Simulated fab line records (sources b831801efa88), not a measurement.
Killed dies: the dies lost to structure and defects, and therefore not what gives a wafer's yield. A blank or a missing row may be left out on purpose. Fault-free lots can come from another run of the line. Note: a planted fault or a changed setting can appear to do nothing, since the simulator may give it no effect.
Matching of chambers    flow sky130    SKY_VIA2_CMP_24 on cmp-02: 4 sister chambers
The step polishes, stops on SiO2, t overpolish 20 s, target thk 0 nm. 4 wafers are shown with their chamber, then 7 later ones without.

WAFERS WITH THEIR CHAMBER
wafer   chamber  motorCurrentA (A)
L684.1  0        11.3
L684.3  1        13.0
L687.2  3        11.2
L687.5  2        11.2

WAFERS WITH NO CHAMBER GIVEN
wafer   motorCurrentA (A)
L687.6  12.8
L691.1  11.5
L691.2  10.6
L691.6  10.9
L695.1  10.8
L695.4  11.3
L695.6  11.6

WHICH CHAMBER EACH WENT THROUGH
wafer   from the rows above           in truth
L687.6  1                             1
L691.1  can't be placed: 0 or 2 or 3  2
L691.2  can't be placed: 2 or 3 or 0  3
L691.6  can't be placed: 2 or 3 or 0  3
L695.1  can't be placed: 2 or 3 or 0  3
L695.4  can't be placed: 0 or 2 or 3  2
L695.6  can't be placed: 0 or 2 or 3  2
Correct placement for 1 of the 7. Cannot be placed on the basis of these rows: 6; the candidates contain the true chamber in 6. Placed wrongly: 0.
How it was worked out, from the rows above alone: a wafer's distance from a chamber is the root of the sum, over the readings, of the square of ((its reading less the chamber's mean) divided by the reading's scatter). If the next closest chamber is less than 2 further off than the closest, the wafer can't be placed; otherwise it belongs to the closest. A chamber's mean is the mean of its shown wafers. The scatter (one wafer shown for each chamber): square how far every hidden wafer sits from the nearest shown wafer, average those squares and take the square root.
